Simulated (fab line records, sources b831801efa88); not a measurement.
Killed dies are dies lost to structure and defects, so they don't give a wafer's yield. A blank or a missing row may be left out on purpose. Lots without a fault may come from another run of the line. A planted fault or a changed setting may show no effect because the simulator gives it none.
Which tool did it? | flow gf180mcu | 12 lots, 36 wafers sampled, at 4 steps of a route of 602

WHAT THE GAUGES READ, wafer by wafer
GF_M3_CD_MEAS_14: target cd 280 nm. Usual: cd_nm 280.2 nm, standard deviation 1.2.
lot  | measured     | on        | cd_nm (nm)        | flag
L372 | day 21 14:22 | cd_sem-01 | 278.0 278.7 278.9 |
L373 | day 21 16:53 | cd_sem-02 | 279.4 281.1 279.1 |
L374 | day 22 03:41 | cd_sem-01 | 280.4 280.6 280.3 |
L375 | day 22 15:59 | cd_sem-01 | 279.6 278.9 278.1 |
L376 | day 23 01:50 | cd_sem-01 | 279.6 278.6 280.0 |
L379 | day 23 23:05 | cd_sem-02 | 279.2 279.5 278.5 |
L381 | day 24 20:17 | cd_sem-01 | 280.8 278.8 279.0 |
L385 | day 26 08:10 | cd_sem-02 | 279.4 280.3 280.5 |
L386 | day 26 18:05 | cd_sem-01 | 280.4 281.2 280.5 |
L387 | day 27 08:10 | cd_sem-01 | 279.2 280.0 279.5 |
L391 | day 28 05:49 | cd_sem-01 | 280.4 279.8 281.0 |
L394 | day 29 00:26 | cd_sem-01 | 278.8 278.7 278.5 |

WHICH TOOL RAN EACH LOT (tool, then ch and the chambers of the sampled wafers, then the start)
lot  | GF_MVSD_COAT_02                  | GF_MVSD_STRIP_10                     | GF_M3_SPUTTER_02
L372 | litho_track-01 ch 0, day 4 11:15 | plasma_asher-01 ch 0,1, day 4 18:04  | pvd_sputter-04, day 20 13:44
L373 | litho_track-03 ch 0, day 4 12:54 | plasma_asher-02 ch 0,1, day 4 20:11  | pvd_sputter-04, day 20 16:58
L374 | litho_track-01 ch 0, day 4 19:07 | plasma_asher-04 ch 0,1, day 5 02:38  | pvd_sputter-01, day 21 03:52
L375 | litho_track-01 ch 0, day 5 03:34 | plasma_asher-04 ch 0,1, day 5 11:14  | pvd_sputter-02, day 21 16:25
L376 | litho_track-03 ch 0, day 5 06:42 | plasma_asher-04 ch 0,1, day 5 14:37  | pvd_sputter-02, day 22 02:47
L379 | litho_track-01 ch 0, day 5 22:49 | plasma_asher-04 ch 0,1, day 6 06:16  | pvd_sputter-02, day 23 02:16
L381 | litho_track-01 ch 0, day 6 12:49 | plasma_asher-02 ch 0,1, day 6 20:32  | pvd_sputter-02, day 23 21:43
L385 | litho_track-02 ch 0, day 7 12:19 | plasma_asher-01 ch 0, day 7 20:58    | pvd_sputter-01, day 25 10:49
L386 | litho_track-03 ch 0, day 7 16:21 | plasma_asher-04 ch 0,1, day 8 01:10  | pvd_sputter-01, day 25 21:16
L387 | litho_track-03 ch 0, day 8 01:16 | plasma_asher-04 ch 0,1, day 8 09:53  | pvd_sputter-04, day 26 11:19
L391 | litho_track-02 ch 0, day 8 22:33 | plasma_asher-04 ch 1, day 9 08:04    | pvd_sputter-01, day 27 10:00
L394 | litho_track-01 ch 0, day 9 19:55 | plasma_asher-01 ch 0,1, day 10 05:40 | pvd_sputter-04, day 28 05:11
- GF_MVSD_COAT_02: resist thk 3000 nm.
- GF_MVSD_STRIP_10: strips in O2/N2.
- GF_M3_SPUTTER_02: material AlCu, target thk 450 nm, time 23.9 s.

WHAT THE TOOLS THEMSELVES READ (means of the sampled wafers that have a number; where no wafer has one, the mark that the record gives instead)
GF_MVSD_COAT_02. Usual: dispense_pressure_kPa 53 kPa, standard deviation 3.
lot  | tool           | dispense_pressure_kPa (kPa) | flag
L372 | litho_track-01 | 55                          |
L373 | litho_track-03 | 55                          |
L374 | litho_track-01 | 55                          |
L375 | litho_track-01 | 55                          |
L376 | litho_track-03 | 54                          |
L379 | litho_track-01 | 55                          |
L381 | litho_track-01 | 55                          |
L385 | litho_track-02 | 47                          |
L386 | litho_track-03 | 55                          |
L387 | litho_track-03 | 55                          |
L391 | litho_track-02 | 47                          |
L394 | litho_track-01 | 55                          |

GF_MVSD_STRIP_10. Usual: drypump_motor_current_A 6.02 A, standard deviation 0.2; heater_power_w 358 W, standard deviation 44; o2_flow_sccm 2943 sccm, standard deviation 8.7; oes_product_au 0.722 a.u., standard deviation 0.0045; strip_time_to_endpoint_s 36.98 s, standard deviation 0.11.
lot  | tool            | drypump_motor_current_A (A) | heater_power_w (W) | o2_flow_sccm (sccm) | oes_product_au (a.u.) | strip_time_to_endpoint_s (s) | flag
L372 | plasma_asher-01 | 5.67                        | 391                | 2952                | 0.718                 | 36.92                        |
L373 | plasma_asher-02 | 6.03                        | 312                | 2941                | 0.718                 | 37.16                        |
L374 | plasma_asher-04 | 6.17                        | 380                | 2946                | 0.721                 | 36.78                        |
L375 | plasma_asher-04 | 6.20                        | 382                | 2933                | 0.718                 | 36.96                        |
L376 | plasma_asher-04 | 6.18                        | 379                | 2946                | 0.723                 | 37.10                        |
L379 | plasma_asher-04 | 6.13                        | 352                | 2927                | 0.720                 | 31.98                        | OFF
L381 | plasma_asher-02 | 6.08                        | 314                | 2936                | 0.722                 | 32.02                        | OFF
L385 | plasma_asher-01 | 5.87                        | 414                | 2940                | 0.719                 | 36.96                        |
L386 | plasma_asher-04 | 6.12                        | 354                | 2948                | 0.719                 | 37.00                        |
L387 | plasma_asher-04 | 6.18                        | 376                | 2936                | 0.716                 | 36.88                        |
L391 | plasma_asher-04 | 6.06                        | 320                | 2932                | 0.719                 | 37.07                        |
L394 | plasma_asher-01 | 5.64                        | 386                | 2949                | 0.721                 | 36.95                        |

GF_M3_SPUTTER_02. Usual: throttle_valve_pct 29.3 %, standard deviation 1.1.
lot  | tool           | throttle_valve_pct (%) | flag
L372 | pvd_sputter-04 | 28.1                   |
L373 | pvd_sputter-04 | 29.2                   |
L374 | pvd_sputter-01 | 29.3                   |
L375 | pvd_sputter-02 | 28.5                   |
L376 | pvd_sputter-02 | 28.7                   |
L379 | pvd_sputter-02 | 29.4                   |
L381 | pvd_sputter-02 | 28.7                   |
L385 | pvd_sputter-01 | 29.6                   |
L386 | pvd_sputter-01 | 30.9                   |
L387 | pvd_sputter-04 | 29.2                   |
L391 | pvd_sputter-01 | 29.5                   |
L394 | pvd_sputter-04 | 30.3                   |

THE ANSWER, worked out from the rows above alone
Rule: a lot is off if the mean of its wafers that have a number lies more than 3 standard deviations from the usual mean. A lot without any number at a reading at which 4 lots or more have one is off too. The other lots that the step has rows for count as sound. The gauges are gone through in route order, then the tools' own readings, and for those a lot's mean is taken as printed above. The first step at which some lot is off is used, and at that step the reading that is off furthest; a lot without a number counts as furthest.
Off: L379, L381, at GF_MVSD_STRIP_10 (strip_time_to_endpoint_s).
A tool fits if, at that step or a process step before it, it ran every lot that is off, and no sound lot after the first of them. None of those tried fits.

WHAT THE SIMULATOR HAD PUT IN
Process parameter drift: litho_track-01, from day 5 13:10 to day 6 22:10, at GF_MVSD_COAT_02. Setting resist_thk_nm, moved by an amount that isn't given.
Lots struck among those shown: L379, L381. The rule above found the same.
